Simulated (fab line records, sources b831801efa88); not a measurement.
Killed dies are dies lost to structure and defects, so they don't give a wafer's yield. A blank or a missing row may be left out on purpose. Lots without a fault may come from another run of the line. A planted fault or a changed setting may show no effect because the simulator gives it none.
A struck lot beside a sound one | flow gf180mcu | 15 steps out of a route of 602
Sound: wafers L970.1, L970.4, L970.5. Struck: wafers L981.1, L981.2, L981.3. The cause comes at the end.
At each step with rows: each side's tool, then ch and its chambers, then its first start. Under that, the readings that differ: sound wafers | struck wafers | difference of the means | sigmas: that difference in standard deviations of wafers without a fault.
alike: readings whose means differ by less than 2 such deviations, and words and numbers that are the same on both sides. not compared: withheld readings, readings that some wafer has no value for, bounds like >300 that may hide the same value, and numbers for which the record gives no deviation and whose values overlap.
The two part at a step that has a row with sigmas, a row that says differs or no value, or rows on one side only. Numbers that don't overlap but have no deviation are shown without sigmas and don't part them. A reading that every wafer of one side lacks parts them only if that side has two wafers or more.

GF_V2_CD_MEAS_14: target cd 260 nm.
  sound on cd_sem-01, day 23 21:50; struck on cd_sem-01, day 27 03:50
  alike: cd_nm
GF_V2_OVL_MEAS_15:
  sound on overlay-01, day 23 21:57; struck on overlay-01, day 27 03:57
  alike: V2_OVL
GF_V2_ETCH_16: etches BARC in N2/H2.
  sound on rie_diel-02 ch 1,2, day 23 21:59; struck on rie_diel-02 ch 0,1,3, day 27 03:59
  alike: drypump_motor_current_A, n2_flow_sccm, oes_product_au, rf_fwd_power_W, throttle_valve_pct
then, 1 step without rows for these wafers: GF_V2_ETCH_17 (etches SiO2 in C4F8/O2/Ar, stops on TiN, target depth 630 nm).
GF_V2_STRIP_18: strips in O2/N2.
  sound on plasma_asher-01 ch 0,1, day 23 22:07; struck on plasma_asher-03 ch 0,1, day 27 04:07
  alike: drypump_motor_current_A, heater_power_w, n2_flow_sccm, oes_product_au
  not compared: rf_hours_counter_h
then, 2 steps without rows for these wafers: GF_V2_STRIP_19 (strips in post etch residue remover, time 1200 s); GF_V2_CLEAN_20 (cleans in DIW).
GF_V2_SPUTTER_21: material Ti, target thk 15 nm, time 80.02 s.
  sound on pvd_sputter-03, day 23 22:43; struck on pvd_sputter-01, day 27 04:40
  alike: chamber_pressure_pa, throttle_valve_pct
GF_V2_SPUTTER_22: material TiN, target thk 10 nm, time 40 s.
  sound on pvd_sputter-03, day 23 22:47; struck on pvd_sputter-01, day 27 04:43
  alike: chamber_pressure_pa, throttle_valve_pct
then, 1 step without rows for these wafers: GF_V2_CVD_23 (deposits W, target thk 350 nm, time 104.94 s).
GF_V2_RS_MEAS_24: measures by four-point-probe.
  sound on film_metro-01, day 23 22:56; struck on film_metro-04, day 27 04:52
  alike: V2_W_RS
GF_V2_THK_MEAS_25: measures by xrf.
  sound on film_metro-01, day 23 23:03; struck on film_metro-04, day 27 04:59
  alike: V2_W_THK
GF_V2_CMP_26: polishes, stops on SiO2, t overpolish 15 s, target thk 0 nm.
  sound on cmp-01 ch 0,2,3, day 23 23:13; struck on cmp-02 ch 1,2,3, day 27 05:06
  reading              | sound                | struck               | difference | sigmas
  overpolish_run_s (s) | 14.992 15.024 15.007 | 15.973 15.951 15.945 | +0.949     | +99 or more
  t_overpolish_s (s)   | 15 15 15             | 15.955 15.955 15.955 | +0.955     |
  alike: motor_current_A, retaining_ring_pressure_frac, slurry_filter_dp_kPa, time_to_endpoint_s
GF_M3_SPUTTER_00: material Ti, target thk 37.5 nm, time 150 s.
  sound on pvd_sputter-01, day 23 23:25; struck on pvd_sputter-04, day 27 05:21
  alike: chamber_pressure_pa, throttle_valve_pct
-- the record jumps here: 7 days lie between the struck wafers' starts before and after (it left off in module M3 and takes up again in module PASSIVATION, whose first step shown is number 602 of the route) --
GF_PASSIVATION_PROBE_99:
  the record has rows for the struck wafers here (prober-02, day 34 09:50) and none for the sound ones

WHERE THEY PART
First at GF_V2_CMP_26; last, within this record, at GF_PASSIVATION_PROBE_99.

WHY: what the simulator had put in
Process parameter drift: cmp-02, from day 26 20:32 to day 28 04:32, at GF_V2_CMP_26. Setting t_overpolish_s, moved by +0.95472, from 15. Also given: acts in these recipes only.
